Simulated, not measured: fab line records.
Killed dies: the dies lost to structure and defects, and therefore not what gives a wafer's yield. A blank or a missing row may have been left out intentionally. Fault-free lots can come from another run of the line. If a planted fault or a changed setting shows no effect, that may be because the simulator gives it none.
The same fault as seen by 2 desks || flow gf180mcu || every desk sees just its own numbers, and what lay behind them comes last

THE TOOL OWNER'S DESK: wet_bench-01
The tool's own readings at GF_DUAL_GATE_CLEAN_01 (cleans in dHF, time 20 s): means of the sampled wafers that have a number, for each lot that ran on this tool. If a lot's mean is further than 4 standard deviations from the usual mean, the lot is out of limits and carries the mark OUT (the distance appears in the brackets).
Columns: A = run_length_s at GF_DUAL_GATE_CLEAN_01, usual 49.3 s
{"lot": "L899", "first seen here": "day 7 13:02", "A": 52.1}
{"lot": "L912", "first seen here": "day 11 03:00", "A": 50.8}
{"lot": "L913", "first seen here": "day 11 12:32", "A": 51.4}
{"lot": "L919", "first seen here": "day 13 04:39", "A": 51.1}
{"lot": "L922", "first seen here": "day 13 21:47", "A": 48.0}
Result from this desk: across the 5 lots, nothing is out of limits.

AT THE METROLOGY DESK
What the gauges read, lot by lot, whatever tool the lot ran on: means of the sampled wafers that have a number. If a lot's mean is further than 4 standard deviations from the usual mean, the lot is out of limits and carries the mark OUT (the distance appears in the brackets).
Columns: A = V2_OVL at GF_V2_OVL_MEAS_15, usual 3 nm; B = V3_CVD_00_THK at GF_V3_THK_MEAS_01, usual 602 nm; C = V3_W_THK at GF_V3_THK_MEAS_25, usual 350 nm
{"lot": "L899", "first seen here": "day 20 14:01", "A": 13, "B": 604, "C": 353}
{"lot": "L901", "first seen here": "day 21 09:59", "A": -1, "B": 602, "C": 351}
{"lot": "L902", "first seen here": "day 21 11:13", "A": 4, "B": 601, "C": 352}
{"lot": "L903", "first seen here": "day 21 20:14", "A": 6, "B": 599, "C": 343}
{"lot": "L909", "first seen here": "day 23 19:15", "A": 1, "B": 608, "C": 350}
{"lot": "L910", "first seen here": "day 24 07:00", "A": -4, "B": 602, "C": 348}
{"lot": "L912", "first seen here": "day 25 05:36", "A": -0, "B": 606, "C": 349}
{"lot": "L913", "first seen here": "day 25 09:23", "A": 3, "B": 603, "C": 347}
{"lot": "L914", "first seen here": "day 25 15:14", "A": 0, "B": 611, "C": 344}
{"lot": "L915", "first seen here": "day 26 04:06", "A": 5, "B": 603, "C": 351}
{"lot": "L918", "first seen here": "day 26 18:28", "A": 1, "B": 604, "C": 348}
{"lot": "L919", "first seen here": "day 27 03:56", "A": 6, "B": 599, "C": 346}
{"lot": "L921", "first seen here": "day 27 12:37", "A": -7, "B": 607, "C": 348}
{"lot": "L922", "first seen here": "day 27 17:16", "A": -4, "B": 595, "C": 350}
Result from this desk: across the 14 lots, nothing is out of limits.

TAKEN TOGETHER
The desk of the tool owner found nothing out of limits.
At the metrology desk, nothing out of limits was observed.

WHAT THE SIMULATOR PUT IN
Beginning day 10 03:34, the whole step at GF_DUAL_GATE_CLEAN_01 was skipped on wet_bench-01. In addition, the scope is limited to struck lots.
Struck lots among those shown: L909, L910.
